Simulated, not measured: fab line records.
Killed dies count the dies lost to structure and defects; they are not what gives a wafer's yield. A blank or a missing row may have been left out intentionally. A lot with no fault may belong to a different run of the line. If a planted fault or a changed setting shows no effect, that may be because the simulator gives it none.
What tool caused it? -- flow gf180mcu -- 72 wafers from 24 lots sampled at 5 of the route's 602 steps

WHAT THE GAUGES READ, wafer by wafer
GF_DNWELL_TW_MEAS_09.
lot,measured,on,DNWELL_TW
L074,day 2 18:56,film_metro-02,1346 1348 1336
L075,day 2 23:50,film_metro-01,1339 1340 1332
L076,day 3 04:05,film_metro-01,1358 1355 1360
L077,day 3 11:05,film_metro-01,1350 1355 1345
L078,day 3 15:11,film_metro-01,1353 1353 1349
L079,day 3 20:41,film_metro-01,1353 1361 1345
L080,day 4 02:05,film_metro-02,1335 1346 1338
L081,day 4 07:19,film_metro-04,1358 1370 1361
L082,day 4 12:41,film_metro-02,1335 1342 1345
L083,day 4 18:24,film_metro-01,1353 1351 1343
L084,day 5 00:43,film_metro-02,1337 1343 1350
L085,day 5 05:45,film_metro-04,1361 1354 1362
L086,day 5 11:02,film_metro-04,1363 1365 1369
L087,day 5 22:15,film_metro-04,1365 1365 1374
L088,day 5 22:58,film_metro-01,1346 1355 1344
L089,day 6 01:41,film_metro-01,1343 1346 1351
L090,day 6 07:35,film_metro-04,1372 1369 1367
L091,day 6 12:10,film_metro-01,1364 1361 1366
L092,day 6 17:50,film_metro-02,1357 1368 1358
L093,day 6 22:25,film_metro-02,1338 1338 1341
L094,day 7 04:43,film_metro-04,1351 1357 1368
L095,day 7 10:32,film_metro-02,1338 1334 1333
L096,day 7 18:05,film_metro-04,1364 1363 1361
L097,day 7 23:35,film_metro-01,1342 1344 1333

GF_V2_OVL_MEAS_15.
lot,measured,on,V2_OVL (nm)
L074,day 20 06:59,overlay-02,4 -9 -4
L075,day 20 18:20,overlay-01,-3 -1 -3
L076,day 21 03:04,overlay-02,2 1 3
L077,day 21 20:50,overlay-01,1 -3 -5
L078,day 21 18:28,overlay-02,-4 -3 -4
L079,day 21 21:53,overlay-02,-11 -12 -13
L080,day 22 13:23,overlay-01,0 -5 -5
L081,day 22 19:56,overlay-02,-3 -3 -5
L082,day 23 08:38,overlay-01,6 11 3
L083,day 23 15:41,overlay-02,-3 -1 -2
L084,day 23 21:52,overlay-01,-3 -2 -3
L085,day 24 11:52,overlay-01,4 6 13
L086,day 24 18:49,overlay-01,-9 -5 -8
L087,day 25 09:17,overlay-01,-5 -11 -13
L088,day 25 11:22,overlay-01,1 -3 2
L089,day 25 16:29,overlay-02,-5 -6 -1
L090,day 25 22:14,overlay-02,-10 -1 -2
L091,day 26 04:58,overlay-02,-5 4 -7
L092,day 26 11:49,overlay-01,-8 -7 -6
L093,day 26 17:30,overlay-02,-8 -6 -3
L094,day 27 02:13,overlay-02,-1 6 0
L095,day 27 11:56,overlay-01,-5 5 -1
L096,day 27 19:05,overlay-02,-11 -3 -6
L097,day 28 04:09,overlay-02,0 -5 -6

GF_M3_THK_MEAS_06: measures by xrf.
lot,measured,on,M3_ALCU_THK (nm)
L074,day 20 08:43,film_metro-03,448 446 444
L075,day 20 20:04,film_metro-03,455 448 446
L076,day 21 04:48,film_metro-01,443 443 443
L077,day 21 22:34,film_metro-03,442 441 443
L078,day 21 20:12,film_metro-01,448 447 445
L079,day 21 23:37,film_metro-03,443 440 442
L080,day 22 15:31,film_metro-02,446 449 450
L081,day 22 21:58,film_metro-02,454 448 447
L082,day 23 10:23,film_metro-03,447 452 453
L083,day 23 17:25,film_metro-02,442 443 445
L084,day 23 23:38,film_metro-02,456 451 455
L085,day 24 13:36,film_metro-02,441 440 440
L086,day 24 20:34,film_metro-01,440 434 437
L087,day 25 11:02,film_metro-01,444 442 439
L088,day 25 13:09,film_metro-01,447 448 453
L089,day 25 18:13,film_metro-01,447 449 448
L090,day 25 23:59,film_metro-02,446 442 447
L091,day 26 06:44,film_metro-02,451 444 447
L092,day 26 13:34,film_metro-02,442 442 444
L093,day 26 19:14,film_metro-01,449 444 444
L094,day 27 03:59,film_metro-02,451 454 443
L095,day 27 13:40,film_metro-01,448 452 449
L096,day 27 20:50,film_metro-03,444 440 438
L097,day 28 05:53,film_metro-03,448 448 446

GF_M4_THK_MEAS_06: measures by xrf.
lot,measured,on,M4_ALCU_THK (nm)
L074,day 22 11:07,film_metro-02,448 445 442
L075,day 22 22:16,film_metro-02,449 444 449
L076,day 23 06:38,film_metro-04,454 450 455
L077,day 23 23:17,film_metro-01,442 445 436
L078,day 23 21:41,film_metro-04,452 457 448
L079,day 24 00:24,film_metro-04,434 442 441
L080,day 24 15:51,film_metro-01,451 443 448
L081,day 24 21:37,film_metro-02,442 448 438
L082,day 25 09:36,film_metro-01,448 448 442
L083,day 25 16:47,film_metro-04,445 450 444
L084,day 25 22:05,film_metro-01,448 444 448
L085,day 26 11:27,film_metro-01,452 449 450
L086,day 26 17:22,film_metro-02,442 442 440
L087,day 27 07:42,film_metro-01,452 454 459
L088,day 27 11:01,film_metro-02,441 441 447
L089,day 27 14:14,film_metro-02,439 437 444
L090,day 27 21:11,film_metro-02,448 444 444
L091,day 28 02:18,film_metro-04,445 444 440
L092,day 28 09:09,film_metro-01,455 449 449
L093,day 28 14:31,film_metro-04,441 446 442
L094,day 28 22:56,film_metro-01,436 441 438
L095,day 29 07:57,film_metro-02,448 458 449
L096,day 29 14:25,film_metro-01,453 450 452
L097,day 29 21:59,film_metro-01,444 445 440

WHAT TOOL EACH LOT RAN ON (gives the tool, then ch and the chambers of the sampled wafers, and finally the start)
lot,GF_M3_METAL_ETCH_16
L074,"rie_metal-04 ch 0, day 21 08:50"
L075,"rie_metal-04 ch 0,1, day 21 19:17"
L076,"rie_metal-01 ch 0,1, day 22 04:19"
L077,"rie_metal-02 ch 0,1, day 22 21:17"
L078,"rie_metal-01 ch 0,1, day 22 19:44"
L079,"rie_metal-04 ch 0,1, day 22 22:21"
L080,"rie_metal-04 ch 0,1, day 23 14:11"
L081,"rie_metal-02 ch 0, day 23 20:38"
L082,"rie_metal-04 ch 0,1, day 24 08:56"
L083,"rie_metal-04 ch 1, day 24 15:49"
L084,"rie_metal-04 ch 1, day 24 21:20"
L085,"rie_metal-02 ch 0,1, day 25 11:31"
L086,"rie_metal-02 ch 0,1, day 25 17:35"
L087,"rie_metal-02 ch 0,1, day 26 08:02"
L088,"rie_metal-04 ch 0,1, day 26 10:46"
L089,"rie_metal-01 ch 0, day 26 14:56"
L090,"rie_metal-01 ch 0, day 26 21:20"
L091,"rie_metal-02 ch 0,1, day 27 02:59"
L092,"rie_metal-02 ch 0,1, day 27 09:59"
L093,"rie_metal-04 ch 1, day 27 15:40"
L094,"rie_metal-04 ch 0,1, day 28 00:38"
L095,"rie_metal-01 ch 0,1, day 28 09:35"
L096,"rie_metal-02 ch 0, day 28 16:14"
L097,"rie_metal-02 ch 0,1, day 28 23:59"
- GF_M3_METAL_ETCH_16: etches the open film in Cl2/BCl3, stops on SiO2, target depth 627.5 nm, time 104.6 s.

AS READ BY THE TOOLS THEMSELVES (means over the sampled wafers that have a number; for cases with no such wafer, the mark the record gives instead)
GF_M3_METAL_ETCH_16.
lot,tool,drypump_motor_current_A (A),oes_product_au (a.u.),throttle_valve_pct (%)
L074,rie_metal-04,5.7,0.970,28.258
L075,rie_metal-04,5.6,0.974,28.248
L076,rie_metal-01,5.9,0.973,28.244
L077,rie_metal-02,6.0,0.972,28.249
L078,rie_metal-01,5.5,0.974,28.251
L079,rie_metal-04,5.6,0.966,28.252
L080,rie_metal-04,5.6,0.972,28.253
L081,rie_metal-02,5.7,0.971,28.244
L082,rie_metal-04,5.6,0.976,28.239
L083,rie_metal-04,5.5,0.975,28.250
L084,rie_metal-04,5.5,0.982,28.238
L085,rie_metal-02,6.1,0.969,28.244
L086,rie_metal-02,5.9,0.968,28.254
L087,rie_metal-02,6.1,0.968,28.259
L088,rie_metal-04,5.6,0.972,28.245
L089,rie_metal-01,6.2,0.970,28.247
L090,rie_metal-01,6.2,0.974,28.248
L091,rie_metal-02,6.1,0.975,28.244
L092,rie_metal-02,5.9,0.976,28.258
L093,rie_metal-04,5.5,0.974,28.246
L094,rie_metal-04,5.6,0.974,28.248
L095,rie_metal-01,5.4,0.976,28.245
L096,rie_metal-02,5.7,0.966,28.238
L097,rie_metal-02,6.0,0.974,28.252

THE ANSWER, worked out from the rows above alone
Rule: the lots themselves supply what counts as usual. Put in order of their means at a reading, lots are off if they are a third of the lots or fewer, leave a main group of 4 or more, and stand apart from it by a gap of 3 or more times the standard deviation of the main group's means; of several such gaps the widest counts. A main group is skipped when, at the precision printed for the reading in the tables above, its means are all equal. A lot without any number at a reading at which 4 lots or more have one is off too. Any other lot the step has rows for is counted as sound. The gauges are gone through in route order, then the tools' own readings, and for those a lot's mean is taken as printed above. The first step at which some lot is off is used, and at that step the reading that is off furthest; a lot without a number counts as furthest.
Nothing can be told from this: no lot is off at any reading shown.

WHAT THE SIMULATOR PUT IN
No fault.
